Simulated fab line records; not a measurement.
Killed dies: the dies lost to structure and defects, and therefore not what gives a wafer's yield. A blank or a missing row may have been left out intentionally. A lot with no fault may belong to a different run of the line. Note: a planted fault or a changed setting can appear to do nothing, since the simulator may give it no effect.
Chamber matching ; flow sky130 ; 4 sister chambers for SKY_VIA2_CMP_24 on cmp-02
The step polishes, stops on SiO2, t overpolish 20 s, target thk 0 nm. 14 wafers are shown with their chamber, then 7 later ones without.

== EACH WAFER AND ITS CHAMBER ==
wafer;chamber;motor_current_A (A);time_to_endpoint_s (s);overpolish_run_s (s)
L641.2;1;14.0;103;20.008
L641.5;3;9.7;104;19.993
L641.6;0;13.6;102;19.992
L642.1;2;10.4;104;20.008
L642.2;3;9.6;101;20.005
L642.3;0;13.8;103;20.006
L644.1;0;13.7;104;19.991
L644.3;1;13.7;103;19.999
L644.4;2;10.6;102;20.000
L646.1;3;10.0;96;19.991
L646.2;1;13.6;98;20.005
L646.3;0;13.2;98;20.002
L649.1;1;13.1;97;19.985
L649.4;0;13.7;102;19.990

SIGNATURES, as means of the wafers listed above
reading;chamber 0;chamber 1;chamber 2;chamber 3;scatter within a chamber
motor_current_A;13.600;13.600;10.500;9.767;0.273
time_to_endpoint_s;101.80;100.25;103.00;100.33;2.94
overpolish_run_s;19.99620;19.99925;20.00400;19.99633;0.0082
Rule: a wafer lies at a distance from a chamber equal to the root of the sum of squares, over the readings, of (its reading less the chamber's mean, divided by the reading's scatter). The wafer belongs to the nearest chamber; if the next one is less than 2 further off, it can't be placed. The scatter: the root of (the sum of the squares of (reading less its chamber's mean) over the shown wafers, divided by (wafers less chambers)).

== WAFERS WITHOUT THEIR CHAMBER ==
wafer;motor_current_A (A);time_to_endpoint_s (s);overpolish_run_s (s)
L649.6;9.9;100;20.004
L658.1;9.7;98;19.999
L658.2;13.8;98;19.996
L658.5;9.5;95;20.001
L664.2;13.6;104;20.006
L664.3;9.2;103;20.012
L664.6;10.1;105;19.996

== THE CHAMBER EACH PASSED THROUGH ==
wafer;from the rows above;in truth
L649.6;can't be placed: 3 or 2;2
L658.1;3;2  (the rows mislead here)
L658.2;can't be placed: 1 or 0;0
L658.5;3;3
L664.2;can't be placed: 0 or 1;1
L664.3;can't be placed: 3 or 2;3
L664.6;can't be placed: 2 or 3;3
Placed correctly: 1 of 7. Not placeable from these rows: 5 (in 5, the candidates include the true chamber). 1 placed wrongly.
